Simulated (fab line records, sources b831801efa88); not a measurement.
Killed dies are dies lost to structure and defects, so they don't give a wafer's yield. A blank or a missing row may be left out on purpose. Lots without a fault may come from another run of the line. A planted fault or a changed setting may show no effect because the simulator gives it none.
Chamber matching | flow sky130 | SKY_LI_CONTACT_CMP_02 on cmp-01: 4 sister chambers
The step polishes PSG. 4 wafers are shown with their chamber, then 9 later ones without.

WAFERS WITH THEIR CHAMBER
wafer  | chamber | motor_current_A (A)
L821.5 | 3       | 10.9
L830.5 | 1       | 14.3
L832.4 | 2       | 12.4
L832.6 | 0       | 10.4

WAFERS WITHOUT THEIR CHAMBER
wafer  | motor_current_A (A)
L833.2 | 12.2
L833.3 | 14.7
L833.5 | 10.1
L834.2 | 14.7
L834.5 | 12.2
L834.6 | 11.1
L836.2 | 14.1
L836.3 | 10.2
L836.6 | 11.2

WHICH CHAMBER EACH WENT THROUGH
wafer  | from the rows above     | in truth
L833.2 | 2                       | 2
L833.3 | 1                       | 1
L833.5 | can't be placed: 0 or 3 | 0
L834.2 | 1                       | 1
L834.5 | 2                       | 2
L834.6 | can't be placed: 3 or 0 | 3
L836.2 | 1                       | 1
L836.3 | can't be placed: 0 or 3 | 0
L836.6 | can't be placed: 3 or 0 | 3
Placed correctly: 5 of 9. Can't be placed from these rows: 4 (the true chamber is among the candidates in 4). Placed wrongly: 0.
How it was worked out, from the rows above alone: a wafer's distance from a chamber is the root of the sum, over the readings, of the square of ((its reading less the chamber's mean) divided by the reading's scatter). The wafer belongs to the nearest chamber; if the next one is less than 2 further off, it can't be placed. A chamber's mean is the mean of its shown wafers. The scatter: with one shown wafer a chamber, the root of the mean of the squares of how far each hidden wafer lies from its nearest shown one.
